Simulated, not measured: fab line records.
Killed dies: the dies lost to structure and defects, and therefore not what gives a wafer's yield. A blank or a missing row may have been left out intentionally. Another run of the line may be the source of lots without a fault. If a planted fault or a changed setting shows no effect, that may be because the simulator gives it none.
Chamber matching :: flow gf180mcu :: 4 sister chambers for GF_V1_CMP_04 on cmp-01
The step polishes SiO2. 7 wafers are shown with their chamber, then 7 later ones without.

WAFERS PAIRED WITH THEIR CHAMBERS
wafer: L985.1
chamber: 3
motor current A (A): 14.2
slurry filter dp kPa (kPa): 13.35

wafer: L985.5
chamber: 0
motor current A (A): 11.6
slurry filter dp kPa (kPa): 13.15

wafer: L989.6
chamber: 1
motor current A (A): 11.1
slurry filter dp kPa (kPa): 13.41

wafer: L990.1
chamber: 3
motor current A (A): 14.6
slurry filter dp kPa (kPa): 13.66

wafer: L990.3
chamber: 1
motor current A (A): 10.6
slurry filter dp kPa (kPa): 13.52

wafer: L990.5
chamber: 2
motor current A (A): 11.2
slurry filter dp kPa (kPa): 13.43

wafer: L994.2
chamber: 2
motor current A (A): 11.6
slurry filter dp kPa (kPa): 13.52

WAFERS WITHOUT THEIR CHAMBER
wafer: L994.4
motor current A (A): 10.8
slurry filter dp kPa (kPa): 13.52

wafer: L102.4
motor current A (A): 14.4
slurry filter dp kPa (kPa): 13.76

wafer: L102.5
motor current A (A): 11.3
slurry filter dp kPa (kPa): 13.82

wafer: L102.6
motor current A (A): 11.4
slurry filter dp kPa (kPa): 13.36

wafer: L103.2
motor current A (A): 11.2
slurry filter dp kPa (kPa): 13.21

wafer: L103.5
motor current A (A): 14.7
slurry filter dp kPa (kPa): 13.35

wafer: L103.6
motor current A (A): 11.4
slurry filter dp kPa (kPa): 13.51

EACH ONE'S CHAMBER
wafer: L994.4
from the rows above: can't be placed: 1 or 2
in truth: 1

wafer: L102.4
from the rows above: 3
in truth: 3

wafer: L102.5
from the rows above: can't be placed: 2 or 1
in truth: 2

wafer: L102.6
from the rows above: can't be placed: 2 or 0 or 1
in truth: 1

wafer: L103.2
from the rows above: can't be placed: 0 or 2 or 1
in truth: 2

wafer: L103.5
from the rows above: 3
in truth: 3

wafer: L103.6
from the rows above: can't be placed: 2 or 1
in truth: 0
2 of 7 placed correctly. Not placeable from these rows: 5 (in 4, the candidates include the true chamber). Number placed wrongly: 0.
How it was worked out, from the rows above alone: a wafer's distance from a chamber is the root of the sum, over the readings, of the square of ((its reading less the chamber's mean) divided by the reading's scatter). If the next closest chamber is less than 2 further off than the closest, the wafer can't be placed; otherwise it belongs to the closest. A chamber's mean is the mean of its shown wafers. The scatter: the root of (the sum of the squares of (reading less its chamber's mean) over the shown wafers, divided by (wafers less chambers)).
